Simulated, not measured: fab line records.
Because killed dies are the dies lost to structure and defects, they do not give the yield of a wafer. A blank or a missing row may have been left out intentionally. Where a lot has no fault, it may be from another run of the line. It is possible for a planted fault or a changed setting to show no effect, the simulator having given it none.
One fault seen from 2 desks	flow sky130	numbers are kept per desk, each desk with only its own; the story behind them comes last

METROLOGY DESK
Lot by lot, what the gauges showed, no matter which tool ran the lot: averages of those sampled wafers that carry a number. A lot is out of limits, marked OUT, if its mean lies more than 4 standard deviations from the usual mean; the brackets give that distance.
Columns: A = METAL5_ALCU_RS at SKY_METAL5_RS_MEAS_05, usual 0.0270 ohm/sq; B = METAL5_ALCU_THK at SKY_METAL5_THK_MEAS_06, usual 1145 nm; C = PASSIVATION_CVD_00_THK at SKY_PASSIVATION_THK_MEAS_01, usual 89.8 nm
lot	first seen here	A	B	C
L631	day 43 09:04	0.0271	1132	88.6
L632	day 44 04:56	0.0269	1138	91.1
L637	day 44 23:13	0.0272	1130	89.4
L638	day 45 10:50	0.0264	1181	89.4
L644	day 47 01:26	0.0311 (+13) OUT	1021 (-8.9) OUT	89.5
L647	day 47 21:01	0.0268	1158	89.8
L649	day 48 05:38	0.0271	1137	90.3
L650	day 48 08:10	0.0270	1146	88.7
L651	day 48 18:53	0.0272	1139	89.8
L652	day 48 19:32	0.0276	1116	89.8
This desk finds L644 out of limits, with the earliest case on L644 at day 47 01:26 (METAL5_ALCU_RS at SKY_METAL5_RS_MEAS_05). L631, L632, L637, L638, L647, L649, L650, L651, L652: within limits.

DESK OF THE TOOL OWNER: pvd_sputter-02
The tool's own readings at SKY_METAL5_SPUTTER_02 (material AlCu, target thk 1150 nm, time 61.2 s): means of the sampled wafers that have a number, for each lot that ran on this tool. A lot is out of limits, marked OUT, if its mean lies more than 4 standard deviations from the usual mean; the brackets give that distance.
Columns: A = chamber_pressure_pa at SKY_METAL5_SPUTTER_02, usual 0.4000 Pa; B = throttle_valve_pct at SKY_METAL5_SPUTTER_02, usual 29.9 %
lot	first seen here	A	B
L632	day 44 04:46	0.3998	29.8
L644	day 47 01:19	0.3998	29.5
This desk's finding: nothing out of limits on any of the 2 lots.

ALL TOGETHER
L644 would have let the metrology desk raise an alarm at day 47 01:26.
The desk of the tool owner found nothing out of limits.
On record at the tool owner's desk: L644, within its limits.
Of the lots named, all ran SKY_METAL5_SPUTTER_02 on pvd_sputter-02.

WHAT WAS PUT IN BY THE SIMULATOR
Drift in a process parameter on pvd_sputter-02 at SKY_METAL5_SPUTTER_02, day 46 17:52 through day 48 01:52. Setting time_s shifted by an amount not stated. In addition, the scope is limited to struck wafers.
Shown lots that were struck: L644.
Delay in hours, fault start to first out-of-limits reading, per desk: metrology desk 8.
